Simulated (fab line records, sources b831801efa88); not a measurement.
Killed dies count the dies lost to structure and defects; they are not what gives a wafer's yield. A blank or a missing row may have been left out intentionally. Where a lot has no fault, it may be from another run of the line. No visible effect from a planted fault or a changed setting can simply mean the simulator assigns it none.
fab line records | flow gf180mcu
[record] lots = 14 | wafers = 42 | lastDay = 34
route steps=602 shown DUAL_GATE@144 POLY_GATE@168 HV_LDD@192
lots that met no fault: from a run of the same line without faults
startH: hours from the record's opening day to when the first of the lot's shown wafers began | waitH: how many hours have passed since the lot's step before this one | " repeats the value in the row above | L1.1+2: several wafers, shown together as one row | - no value present, or no start provided | * or withheld: withheld | < > ~ a bound
route shown NAME@n: NAME is a module with steps in the file, n the number in the route of the first one | usual: mean/standard deviation taken from wafers without a fault | same: alike in all rows | chamber/n: place in a boat | sites: per-site readings | _std_site: the standard deviation of these | _edge_site: mean of outer sites minus mean of inner sites | radiusMm: for every site, how far away it sits from the centre of the wafer | mask NAME#n: copy n | behind: tool/chamber where the wafer was last shaped | hold: why the lot was held/for how many hours/how that ended | device: the transistor (n, p or np) that didn't switch | end of line: tests run on the same wafers once the route is complete | a step without rows: its recipe alone | killed: not the wafer's yield, but the dies lost to structure and defects at the first sort | map: a wafer's dies, marking killed ones x, the rest . and places with no die _
set.NAME: the run value of the setting; set.NAME@STEP: its run value at that earlier step | model.NAME: the simulator's own value behind a step, which no gauge read
steps of the route over a sample of lots; a table a step, a row a wafer
services: the hour from which a tool's chamber was out of use, counted from the record's first day as startH (under 0 if before that day), plus the number of hours and why
[[steps]]
[step GF_DUAL_GATE_THK_MEAS_03]
[recipe] reads = SiO2_of_DUAL_GATE_OXIDATION_02
[usual] DUAL_GATE_OXIDATION_00_THK = 10.72/0.19
lot.wafer | tool         | chamber | startH | waitH | DUAL_GATE_OXIDATION_00_THK[nm]
L978.2    | filmMetro-02 | -       | 160.25 | 0.0   | 11.00
L978.4    | "            | -       | "      | "     | 10.84
L978.5    | "            | -       | "      | "     | 10.92
L981.2    | filmMetro-02 | -       | 182.29 | 0.0   | 11.22
L981.3    | "            | -       | "      | "     | 11.23
L981.5    | "            | -       | "      | "     | 10.99
L982.1    | filmMetro-04 | -       | 190.29 | 0.0   | 10.76
L982.5    | "            | -       | "      | "     | 10.64
L982.6    | "            | -       | "      | "     | 10.62
L983.3    | filmMetro-04 | -       | 197.98 | 0.0   | 10.76
L983.4    | "            | -       | "      | "     | 10.94
L983.6    | "            | -       | "      | "     | 10.74
L985.1    | filmMetro-01 | -       | 216.66 | 0.0   | 10.30
L985.2    | "            | -       | "      | "     | 10.39
L985.3    | "            | -       | "      | "     | 10.58
L986.4    | filmMetro-01 | -       | 221.57 | 0.0   | 10.71
L986.5    | "            | -       | "      | "     | 10.57
L986.6    | "            | -       | "      | "     | 10.73
L991.1    | filmMetro-04 | -       | 251.94 | 0.0   | 10.49
L991.2    | "            | -       | "      | "     | 10.43
L991.3    | "            | -       | "      | "     | 10.38
L992.2    | filmMetro-01 | -       | 260.87 | 0.0   | 10.90
L992.3    | "            | -       | "      | "     | 10.79
L992.6    | "            | -       | "      | "     | 10.75
L993.1    | filmMetro-01 | -       | 265.77 | 0.0   | 10.46
L993.4    | "            | -       | "      | "     | 10.57
L993.5    | "            | -       | "      | "     | 10.63
L995.2    | filmMetro-01 | -       | 277.97 | 0.0   | 10.61
L995.3    | "            | -       | "      | "     | 10.77
L995.4    | "            | -       | "      | "     | 10.79
L997.4    | filmMetro-04 | -       | 291.03 | 0.0   | 10.93
L997.5    | "            | -       | "      | "     | 10.77
L997.6    | "            | -       | "      | "     | 10.89
L998.1    | filmMetro-04 | -       | 297.96 | 0.0   | 10.67
L998.3    | "            | -       | "      | "     | 10.65
L998.6    | "            | -       | "      | "     | 10.48
L999.2    | filmMetro-01 | -       | 304.89 | 0.0   | 10.76
L999.3    | "            | -       | "      | "     | 10.76
L999.5    | "            | -       | "      | "     | 10.77
L100.2    | filmMetro-02 | -       | 312.40 | 0.0   | 10.71
L100.3    | "            | -       | "      | "     | 10.68
L100.6    | "            | -       | "      | "     | 10.75
[step GF_DUAL_GATE_OVL_MEAS_11]
[usual] DUAL_GATE_OVL = -1.1/1.5
lot.wafer | tool       | chamber | startH | waitH | DUAL_GATE_OVL[nm]
L978.2    | overlay-01 | -       | 176.88 | 0.1   | 0.6
L978.4    | "          | -       | "      | "     | 1.3
L978.5    | "          | -       | "      | "     | 0.6
L981.2    | overlay-02 | -       | 198.89 | 0.1   | -1.4
L981.3    | "          | -       | "      | "     | -1.4
L981.5    | "          | -       | "      | "     | 0.1
L982.1    | overlay-01 | -       | 207.08 | 0.1   | -1.1
L982.5    | "          | -       | "      | "     | -1.8
L982.6    | "          | -       | "      | "     | -2.2
L983.3    | overlay-02 | -       | 215.34 | 0.1   | -0.4
L983.4    | "          | -       | "      | "     | -1.3
L983.6    | "          | -       | "      | "     | -1.4
L985.1    | overlay-02 | -       | 234.53 | 0.1   | 2.5
L985.2    | "          | -       | "      | "     | 1.3
L985.3    | "          | -       | "      | "     | -0.2
L986.4    | overlay-02 | -       | 240.15 | 0.1   | 0.9
L986.5    | "          | -       | "      | "     | 1.3
L986.6    | "          | -       | "      | "     | 1.3
L991.1    | overlay-02 | -       | 271.33 | 0.1   | -0.6
L991.2    | "          | -       | "      | "     | -0.6
L991.3    | "          | -       | "      | "     | -1.6
L992.2    | overlay-02 | -       | 279.93 | 0.1   | -0.6
L992.3    | "          | -       | "      | "     | -1.0
L992.6    | "          | -       | "      | "     | -0.6
L993.1    | overlay-01 | -       | 284.78 | 0.1   | -1.7
L993.4    | "          | -       | "      | "     | -2.7
L993.5    | "          | -       | "      | "     | -2.1
L995.2    | overlay-01 | -       | 297.99 | 0.1   | -1.4
L995.3    | "          | -       | "      | "     | -0.1
L995.4    | "          | -       | "      | "     | 0.8
L997.4    | overlay-01 | -       | 311.59 | 0.1   | -1.3
L997.5    | "          | -       | "      | "     | 0.1
L997.6    | "          | -       | "      | "     | -1.0
L998.1    | overlay-01 | -       | 318.13 | 0.1   | -2.1
L998.3    | "          | -       | "      | "     | -2.7
L998.6    | "          | -       | "      | "     | -3.2
L999.2    | overlay-01 | -       | 325.24 | 0.1   | -0.6
L999.3    | "          | -       | "      | "     | -1.8
L999.5    | "          | -       | "      | "     | 0.7
L100.2    | overlay-02 | -       | 332.98 | 0.1   | -0.4
L100.3    | "          | -       | "      | "     | -1.0
L100.6    | "          | -       | "      | "     | -0.4
[step GF_POLY_GATE_OVL_MEAS_11]
[usual] POLY_GATE_OVL = -1/5.4
lot.wafer | tool       | chamber | startH | waitH | POLY_GATE_OVL[nm]
L978.2    | overlay-01 | -       | 198.05 | 0.1   | 0
L978.4    | "          | -       | "      | "     | 0
L978.5    | "          | -       | "      | "     | 0
L981.2    | overlay-02 | -       | 221.96 | 0.1   | 7
L981.3    | "          | -       | "      | "     | 4
L981.5    | "          | -       | "      | "     | 8
L982.1    | overlay-02 | -       | 227.95 | 0.1   | -8
L982.5    | "          | -       | "      | "     | 2
L982.6    | "          | -       | "      | "     | 3
L983.3    | overlay-01 | -       | 239.01 | 0.1   | 1
L983.4    | "          | -       | "      | "     | 0
L983.6    | "          | -       | "      | "     | 0
L985.1    | overlay-01 | -       | 257.84 | 0.1   | 4
L985.2    | "          | -       | "      | "     | 5
L985.3    | "          | -       | "      | "     | 4
L986.4    | overlay-01 | -       | 264.36 | 0.1   | -3
L986.5    | "          | -       | "      | "     | -2
L986.6    | "          | -       | "      | "     | -9
L991.1    | overlay-02 | -       | 296.35 | 0.1   | 0
L991.2    | "          | -       | "      | "     | 6
L991.3    | "          | -       | "      | "     | 11
L992.2    | overlay-01 | -       | 303.64 | 0.1   | 5
L992.3    | "          | -       | "      | "     | -1
L992.6    | "          | -       | "      | "     | -1
L993.1    | overlay-02 | -       | 309.40 | 0.1   | -11
L993.4    | "          | -       | "      | "     | -9
L993.5    | "          | -       | "      | "     | -10
L995.2    | overlay-02 | -       | 321.49 | 0.1   | 2
L995.3    | "          | -       | "      | "     | -1
L995.4    | "          | -       | "      | "     | -3
L997.4    | overlay-02 | -       | 336.27 | 0.1   | -7
L997.5    | "          | -       | "      | "     | -4
L997.6    | "          | -       | "      | "     | -9
L998.1    | overlay-02 | -       | 344.00 | 0.1   | 2
L998.3    | "          | -       | "      | "     | 3
L998.6    | "          | -       | "      | "     | 0
L999.2    | overlay-02 | -       | 350.61 | 0.1   | -1
L999.3    | "          | -       | "      | "     | 3
L999.5    | "          | -       | "      | "     | 1
L100.2    | overlay-02 | -       | 358.09 | 0.1   | -3
L100.3    | "          | -       | "      | "     | -11
L100.6    | "          | -       | "      | "     | 3
[step GF_HV_LDD_EXPOSE_16]
[recipe] maskId = Pplus_LV_AREA | targetCdNm = 400 | na = 0.6 | sourceShape = conventional | sigmaOuter = 0.6 | doseMj = 140
[usual] exposureDoseMJCm2 = 140.00/0.15 | focusOffsetNm = -0.1/0.51
lot.wafer | tool            | chamber | startH | waitH | mask            | exposureDoseMJCm2 | focusOffsetNm
L978.2    | ilineStepper-01 | 0       | 227.26 | -     | Pplus_LV_AREA#0 | 140.12            | -0.7
L978.4    | "               | 0       | "      | "     | Pplus_LV_AREA#0 | 140.10            | -0.6
L978.5    | "               | 0       | "      | "     | Pplus_LV_AREA#0 | 140.07            | 0.0
L981.2    | ilineStepper-02 | 0       | 252.05 | -     | Pplus_LV_AREA#0 | 139.75            | 0.4
L981.3    | "               | 0       | "      | "     | Pplus_LV_AREA#0 | 139.61            | 0.4
L981.5    | "               | 0       | "      | "     | Pplus_LV_AREA#0 | 139.90            | 0.1
L982.1    | ilineStepper-02 | 0       | 257.83 | -     | Pplus_LV_AREA#0 | 140.18            | 0.5
L982.5    | "               | 0       | "      | "     | Pplus_LV_AREA#0 | 140.14            | 0.4
L982.6    | "               | 0       | "      | "     | Pplus_LV_AREA#0 | 139.97            | 0.3
L983.3    | ilineStepper-02 | 0       | 269.47 | -     | Pplus_LV_AREA#0 | 139.94            | -0.4
L983.4    | "               | 0       | "      | "     | Pplus_LV_AREA#0 | 139.66            | -0.2
L983.6    | "               | 0       | "      | "     | Pplus_LV_AREA#0 | 139.87            | -0.9
L985.1    | ilineStepper-01 | -       | 290.23 | -     | Pplus_LV_AREA#0 | -                 | -
L985.2    | "               | -       | "      | "     | Pplus_LV_AREA#0 | -                 | -
L985.3    | "               | -       | "      | "     | Pplus_LV_AREA#0 | -                 | -
L986.4    | ilineStepper-01 | -       | 296.88 | -     | Pplus_LV_AREA#0 | -                 | -
L986.5    | "               | -       | "      | "     | Pplus_LV_AREA#0 | -                 | -
L986.6    | "               | -       | "      | "     | Pplus_LV_AREA#0 | -                 | -
L991.1    | ilineStepper-01 | 0       | 328.63 | -     | Pplus_LV_AREA#0 | 139.97            | 0.9
L991.2    | "               | 0       | "      | "     | Pplus_LV_AREA#0 | 140.26            | 0.0
L991.3    | "               | 0       | "      | "     | Pplus_LV_AREA#0 | 139.95            | 0.3
L992.2    | ilineStepper-01 | 0       | 337.39 | -     | Pplus_LV_AREA#0 | 140.10            | -0.6
L992.3    | "               | 0       | "      | "     | Pplus_LV_AREA#0 | 139.95            | -0.8
L992.6    | "               | 0       | "      | "     | Pplus_LV_AREA#0 | 139.81            | -0.7
L993.1    | ilineStepper-02 | 0       | 342.92 | -     | Pplus_LV_AREA#0 | 139.89            | 0.0
L993.4    | "               | 0       | "      | "     | Pplus_LV_AREA#0 | 140.07            | -0.3
L993.5    | "               | 0       | "      | "     | Pplus_LV_AREA#0 | 139.93            | -0.5
L995.2    | ilineStepper-02 | 0       | 356.21 | -     | Pplus_LV_AREA#0 | 139.93            | 0.3
L995.3    | "               | 0       | "      | "     | Pplus_LV_AREA#0 | 139.96            | 0.2
L995.4    | "               | 0       | "      | "     | Pplus_LV_AREA#0 | 140.06            | 0.0
L997.4    | ilineStepper-02 | 0       | 372.54 | -     | Pplus_LV_AREA#0 | 139.94            | -0.4
L997.5    | "               | 0       | "      | "     | Pplus_LV_AREA#0 | 139.76            | -1.0
L997.6    | "               | 0       | "      | "     | Pplus_LV_AREA#0 | 140.03            | -0.6
L998.1    | ilineStepper-01 | 0       | 379.71 | -     | Pplus_LV_AREA#0 | 140.07            | 1.2
L998.3    | "               | 0       | "      | "     | Pplus_LV_AREA#0 | 140.09            | 0.5
L998.6    | "               | 0       | "      | "     | Pplus_LV_AREA#0 | 140.04            | 0.9
L999.2    | ilineStepper-01 | 0       | 389.69 | -     | Pplus_LV_AREA#0 | 139.82            | 0.9
L999.3    | "               | 0       | "      | "     | Pplus_LV_AREA#0 | 140.12            | 0.4
L999.5    | "               | 0       | "      | "     | Pplus_LV_AREA#0 | 140.04            | 0.0
L100.2    | ilineStepper-01 | 0       | 394.39 | -     | Pplus_LV_AREA#0 | 140.06            | 0.5
L100.3    | "               | 0       | "      | "     | Pplus_LV_AREA#0 | 140.15            | -0.2
L100.6    | "               | 0       | "      | "     | Pplus_LV_AREA#0 | 140.04            | -0.4
[[services]]
tool            | chamber | startH | hours | kind
ilineStepper-01 | -       | 256.66 | 2.1   | pm
ilineStepper-01 | -       | 258.74 | -     | consumableReplace:lamp
ilineStepper-01 | -       | 310.11 | 1.7   | pm
ilineStepper-02 | -       | 336.25 | 1.5   | repair
ilineStepper-02 | -       | 382.88 | 2.1   | pm
ilineStepper-02 | -       | 384.97 | -     | consumableReplace:lamp
[[key]]
[firstSign] step = GF_HV_LDD_EXPOSE_16 | reading = toolRecord | direction = missing
effect none on later readings
metAt GF_HV_LDD_EXPOSE_16
struckLots L985,L986
laterRowsLeftOut L985.1,L985.2,L985.3,L986.4,L986.5,L986.6
sortLeftOut L985.1,L985.2,L985.3,L986.4,L986.5,L986.6
testerLeftOut L985,L986
notActingAt GF_DUAL_GATE_THK_MEAS_03,GF_DUAL_GATE_OVL_MEAS_11,GF_POLY_GATE_OVL_MEAS_11
onsetBetween 227.26 290.23
[fault] kind = skippedStepWhole | tool = ilineStepper-01 | chamber = - | onsetH = 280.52 | steps = GF_HV_LDD_EXPOSE_16 | scope = struckLotsOnly
// testerLeftOut: of these lots the tester's yield and bins aren't shown, on N5 and GAA mostly nor the transistor test; their killed dies are dies lost to structure and defects alone, not to doping, threshold or leakage, so they don't give the yield
// sortLeftOut: the simulated sort isn't trusted on such a fault, so these wafers' sort isn't shown, and their yield isn't known
// laterRowsLeftOut: the simulator's readings of these wafers behind a module that went badly wrong aren't trusted and aren't shown, but for the sort
